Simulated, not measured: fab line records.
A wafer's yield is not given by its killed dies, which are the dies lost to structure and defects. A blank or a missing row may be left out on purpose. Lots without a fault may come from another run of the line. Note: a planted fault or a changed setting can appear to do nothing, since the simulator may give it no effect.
Which tool is to blame?    flow gf180mcu    14 lots, 42 wafers sampled, at 3 steps of a route of 602

== WHAT THE GAUGES SHOWED, per wafer ==
GF_STI_CD_MEAS_12: the cd target is 220 nm. Usual: 220.0 nm for cdNm, sd 1.2.
lot   measured     on        cdNm (nm)          flag
L244  day 2 01:22  cdSem-02  219.5 219.4 219.9  
L245  day 2 07:17  cdSem-01  218.9 219.6 218.1  
L248  day 2 21:07  cdSem-02  221.9 220.8 222.1  
L249  day 3 03:53  cdSem-01  218.0 219.1 218.1  
L250  day 3 08:55  cdSem-01  221.5 222.0 221.1  
L251  day 3 13:38  cdSem-02  218.3 218.4 219.0  
L252  day 3 20:29  cdSem-02  221.1 220.5 218.9  
L253  day 4 00:53  cdSem-01  218.7 220.4 219.2  
L254  day 4 06:53  cdSem-01  220.8 221.7 220.7  
L260  day 5 13:56  cdSem-02  219.2 218.7 220.6  
L262  day 5 21:35  cdSem-01  220.2 219.9 220.1  
L263  day 6 03:07  cdSem-01  219.3 219.2 219.6  
L264  day 6 08:11  cdSem-01  222.0 220.6 221.4  
L267  day 6 23:46  cdSem-01  217.5 218.2 217.6  

GF_DNWELL_TW_MEAS_09. Usual: DNWELL_TW 1364, standard deviation 13.
lot   measured     on            DNWELL_TW       flag
L244  day 2 18:48  filmMetro-01  1377 1378 1373  
L245  day 3 00:17  filmMetro-01  1364 1361 1356  
L248  day 3 15:59  filmMetro-02  1348 1357 1353  
L249  day 3 21:37  filmMetro-03  1355 1351 1355  
L250  day 4 02:42  filmMetro-01  1380 1375 1373  
L251  day 4 09:16  filmMetro-03  1350 1342 1352  
L252  day 4 14:58  filmMetro-01  1374 1375 1373  
L253  day 4 19:43  filmMetro-02  1351 1353 1357  
L254  day 5 02:26  filmMetro-01  1375 1372 1375  
L260  day 6 09:41  filmMetro-01  1382 1373 1377  
L262  day 6 17:58  filmMetro-01  1381 1388 1379  
L263  day 6 23:00  filmMetro-01  1379 1373 1380  
L264  day 7 04:29  filmMetro-01  1371 1374 1381  
L267  day 7 21:39  filmMetro-03  1367 1364 1367  

== EACH LOT AND THE TOOL THAT RAN IT (in order: tool; ch and the chambers of the sampled wafers; start) ==
lot   GF_STI_ETCH_13
L244  rieDiel-01 ch 0,2,3, day 2 01:28
L245  rieDiel-02 ch 0,2,3, day 2 07:22
L248  rieDiel-01 ch 0,3, day 2 21:13
L249  rieDiel-01 ch 0,1,3, day 3 04:01
L250  rieDiel-02 ch 0,1,2, day 3 09:01
L251  rieDiel-04 ch 0,1,3, day 3 13:43
L252  rieDiel-01 ch 0,2, day 3 20:37
L253  rieDiel-02 ch 0,3, day 4 00:58
L254  rieDiel-04 ch 1,2,3, day 4 07:01
L260  rieDiel-04 ch 0,1,3, day 5 14:04
L262  rieDiel-04 ch 1,2,3, day 5 21:43
L263  rieDiel-04 ch 1,2,3, day 6 03:13
L264  rieDiel-01 ch 1,2,3, day 6 08:19
L267  rieDiel-02 ch 0,1, day 6 23:52
- GF_STI_ETCH_13: etches the open film in CHF3/O2, stops on Si, target depth 282.31 nm, time 112.9 s.

== WHAT THE TOOLS THEMSELVES READ (means of the sampled wafers that have a number; where no wafer has one, the mark that the record gives instead) ==
GF_STI_ETCH_13. Usual: O2_flow_sccm 5.000 sccm, standard deviation 0.016; chf3FlowSccm 49.98 sccm, standard deviation 0.14; drypumpMotorCurrentA 5.7 A, standard deviation 0.43; oesProductAu 0.831 a.u., standard deviation 0.0064; rfFwdPowerW 596.9 W, standard deviation 2.1; throttleValvePct 8.809 %, standard deviation 0.0085.
lot   tool        O2_flow_sccm (sccm)  chf3FlowSccm (sccm)  drypumpMotorCurrentA (A)  oesProductAu (a.u.)  rfFwdPowerW (W)  throttleValvePct (%)  flag
L244  rieDiel-01  5.009                49.89                5.6                       0.827                598.4            8.817                 
L245  rieDiel-02  5.005                50.05                5.6                       0.827                597.6            8.820                 
L248  rieDiel-01  4.984                49.90                5.9                       0.830                595.2            8.804                 
L249  rieDiel-01  5.000                50.05                5.7                       0.835                597.5            8.808                 
L250  rieDiel-02  4.996                50.04                5.7                       0.838                596.1            8.811                 
L251  rieDiel-04  4.991                50.00                5.8                       0.831                599.4            8.807                 
L252  rieDiel-01  4.991                49.91                5.6                       0.840                593.3            8.816                 
L253  rieDiel-02  5.016                49.89                5.3                       0.831                596.7            8.807                 
L254  rieDiel-04  5.001                50.12                5.9                       0.832                597.8            8.804                 
L260  rieDiel-04  5.002                49.89                5.7                       0.832                598.4            8.810                 
L262  rieDiel-04  5.011                49.97                5.9                       0.828                594.3            8.817                 
L263  rieDiel-04  5.007                50.06                5.9                       0.833                595.9            8.810                 
L264  rieDiel-01  5.016                49.92                5.5                       0.832                597.7            8.806                 
L267  rieDiel-02  4.993                49.85                5.5                       0.821                595.4            8.805                 

== THE ANSWER, worked out from the rows above alone ==
Rule: a lot is off if the mean of its wafers that have a number lies more than 3 standard deviations from the usual mean. Also off: a lot with no number at a reading for which 4 or more lots have one. The other lots that the step has rows for count as sound. The gauges are gone through in route order, then the tools' own readings, and for those a lot's mean is taken as printed above. The first step at which some lot is off is used, and at that step the reading that is off furthest; a lot without a number counts as furthest.
Nothing can be told from this: no lot is off at any reading shown.

== WHAT THE SIMULATOR HAD PUT IN ==
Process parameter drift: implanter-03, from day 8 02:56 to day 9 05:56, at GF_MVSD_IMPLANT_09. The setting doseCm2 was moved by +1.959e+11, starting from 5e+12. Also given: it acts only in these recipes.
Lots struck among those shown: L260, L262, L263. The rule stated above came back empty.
